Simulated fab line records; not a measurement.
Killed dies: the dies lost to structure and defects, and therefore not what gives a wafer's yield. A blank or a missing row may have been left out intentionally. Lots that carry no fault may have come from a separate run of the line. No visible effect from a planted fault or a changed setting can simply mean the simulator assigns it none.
Split-lot trial || flow gf180mcu || route with 602 steps; 5 lots, 23 wafers read

## THE SPLIT ITSELF
At GF_SAB_DEVELOP_08 (develop time 60 s), the setting dev temp c was moved away from the recipe's 23 C on 9 of the 23 wafers read, by -15.9% to +15.7%. This setting was run at the recipe's value on the other wafers.

No step appears in the file between the split and the reading.

## THE READING
cd nm at GF_SAB_CD_MEAS_09, given in nm (cd target 420 nm). Fault-free wafers of this fab line usually give 421.6 nm, standard deviation 1.9 nm.

{"wafer": "L074.2", "tool, chamber at the split": "litho track-02, 0", "dev temp c as run, C": 26.62, "against the recipe": "+15.7%", "cd nm, nm": 434.1, "against lot-mates on the recipe": "+13.3"}
{"wafer": "L074.3", "tool, chamber at the split": "litho track-02, 0", "dev temp c as run, C": 23, "against the recipe": "recipe", "cd nm, nm": 419.1, "against lot-mates on the recipe": "-"}
{"wafer": "L074.4", "tool, chamber at the split": "litho track-02, 0", "dev temp c as run, C": 26.62, "against the recipe": "+15.7%", "cd nm, nm": 433.0, "against lot-mates on the recipe": "+12.2"}
{"wafer": "L074.5", "tool, chamber at the split": "litho track-02, 0", "dev temp c as run, C": 23, "against the recipe": "recipe", "cd nm, nm": 422.1, "against lot-mates on the recipe": "-"}
{"wafer": "L074.6", "tool, chamber at the split": "litho track-02, 0", "dev temp c as run, C": 23, "against the recipe": "recipe", "cd nm, nm": 421.2, "against lot-mates on the recipe": "-"}
{"wafer": "L076.1", "tool, chamber at the split": "litho track-04, 0", "dev temp c as run, C": 23, "against the recipe": "recipe", "cd nm, nm": 420.7, "against lot-mates on the recipe": "-"}
{"wafer": "L076.3", "tool, chamber at the split": "litho track-04, 0", "dev temp c as run, C": 23, "against the recipe": "recipe", "cd nm, nm": 421.1, "against lot-mates on the recipe": "-"}
{"wafer": "L076.6", "tool, chamber at the split": "litho track-04, 0", "dev temp c as run, C": 23, "against the recipe": "recipe", "cd nm, nm": 420.7, "against lot-mates on the recipe": "-"}
{"wafer": "L077.1", "tool, chamber at the split": "litho track-02, 0", "dev temp c as run, C": 19.34, "against the recipe": "-15.9%", "cd nm, nm": 412.0, "against lot-mates on the recipe": -13.1}
{"wafer": "L077.2", "tool, chamber at the split": "litho track-02, 0", "dev temp c as run, C": 23, "against the recipe": "recipe", "cd nm, nm": 424.3, "against lot-mates on the recipe": "-"}
{"wafer": "L077.4", "tool, chamber at the split": "litho track-02, 0", "dev temp c as run, C": 23, "against the recipe": "recipe", "cd nm, nm": 425.9, "against lot-mates on the recipe": "-"}
{"wafer": "L077.5", "tool, chamber at the split": "litho track-02, 0", "dev temp c as run, C": 19.34, "against the recipe": "-15.9%", "cd nm, nm": 413.4, "against lot-mates on the recipe": -11.7}
{"wafer": "L077.6", "tool, chamber at the split": "litho track-02, 0", "dev temp c as run, C": 19.34, "against the recipe": "-15.9%", "cd nm, nm": 413.4, "against lot-mates on the recipe": -11.7}
{"wafer": "L079.2", "tool, chamber at the split": "litho track-04, 0", "dev temp c as run, C": 25.78, "against the recipe": "+12.1%", "cd nm, nm": 433.3, "against lot-mates on the recipe": "+9.9"}
{"wafer": "L079.3", "tool, chamber at the split": "litho track-04, 0", "dev temp c as run, C": 23, "against the recipe": "recipe", "cd nm, nm": 423.0, "against lot-mates on the recipe": "-"}
{"wafer": "L079.4", "tool, chamber at the split": "litho track-04, 0", "dev temp c as run, C": 23, "against the recipe": "recipe", "cd nm, nm": 424.0, "against lot-mates on the recipe": "-"}
{"wafer": "L079.5", "tool, chamber at the split": "litho track-04, 0", "dev temp c as run, C": 25.78, "against the recipe": "+12.1%", "cd nm, nm": 434.4, "against lot-mates on the recipe": "+11.0"}
{"wafer": "L079.6", "tool, chamber at the split": "litho track-04, 0", "dev temp c as run, C": 23, "against the recipe": "recipe", "cd nm, nm": 423.3, "against lot-mates on the recipe": "-"}
{"wafer": "L083.1", "tool, chamber at the split": "litho track-04, 0", "dev temp c as run, C": 23, "against the recipe": "recipe", "cd nm, nm": 420.6, "against lot-mates on the recipe": "-"}
{"wafer": "L083.2", "tool, chamber at the split": "litho track-04, 0", "dev temp c as run, C": 23, "against the recipe": "recipe", "cd nm, nm": 420.0, "against lot-mates on the recipe": "-"}
{"wafer": "L083.3", "tool, chamber at the split": "litho track-04, 0", "dev temp c as run, C": 24.78, "against the recipe": "+7.7%", "cd nm, nm": 426.0, "against lot-mates on the recipe": "+6.4"}
{"wafer": "L083.4", "tool, chamber at the split": "litho track-04, 0", "dev temp c as run, C": 23, "against the recipe": "recipe", "cd nm, nm": 418.2, "against lot-mates on the recipe": "-"}
{"wafer": "L083.5", "tool, chamber at the split": "litho track-04, 0", "dev temp c as run, C": 24.78, "against the recipe": "+7.7%", "cd nm, nm": 423.5, "against lot-mates on the recipe": "+3.9"}

THE FIT
A straight line over all 23 wafers: cd nm changes by +0.672 nm for each +1% of dev temp c; r = +0.93; the points scatter about the line by 2.3 nm.
The same after taking each lot's own level away (the mean of its wafers on the recipe; 23 wafers): +0.787 nm for each +1%; r = +0.99; scatter 0.96 nm.
That fit puts the effect of the largest move of dev temp c on the reading at 13 nm.
The span of the lots' own levels, 419.60 to 425.10 nm, comes to 2.9 times the standard deviation stated above.
So the lot-to-lot level changes the slope: the two fits differ.
Check: -12.3 nm against its lot-mates is what the line predicts for one of the wafers moved furthest among these (-15.9%) when that wafer is left out of the fit. Against them it came out at -13.1 nm.

## ADDITIONAL SPLITS CARRIED BY THESE WAFERS
Other splits were also applied to these wafers ahead of the reading. Each is held against what the fit with the lots' levels taken away leaves over:
{"other split on the same wafers": "GF_SAB_CVD_00 time s", "wafers away from the commonest value": 8, "r with cd nm (lot level and that fit taken away)": "+0.02"}

## THE WHOLE CHAIN: every reading that the file lists as answering this split, in the file's order
{"step": "GF_SAB_CD_MEAS_09", "what it does": "target cd 420 nm", "reading": "cd nm", "change (the file's fit)": "+0.793 nm for each +1% of the setting", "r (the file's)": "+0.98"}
{"step": "GF_SAB_ETCH_11", "what it does": "etches SiO2 in C4F8/O2/Ar, target depth 55 nm, time 8.5 s", "reading": "SAB.cd nm (the simulator's own value, which no gauge read)", "change (the file's fit)": "+0.794 nm for each +1% of the setting", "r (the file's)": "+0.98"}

## THE FILE'S OWN FIT
cd nm changes by +0.793 nm for each +1% of dev temp c, r = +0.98.
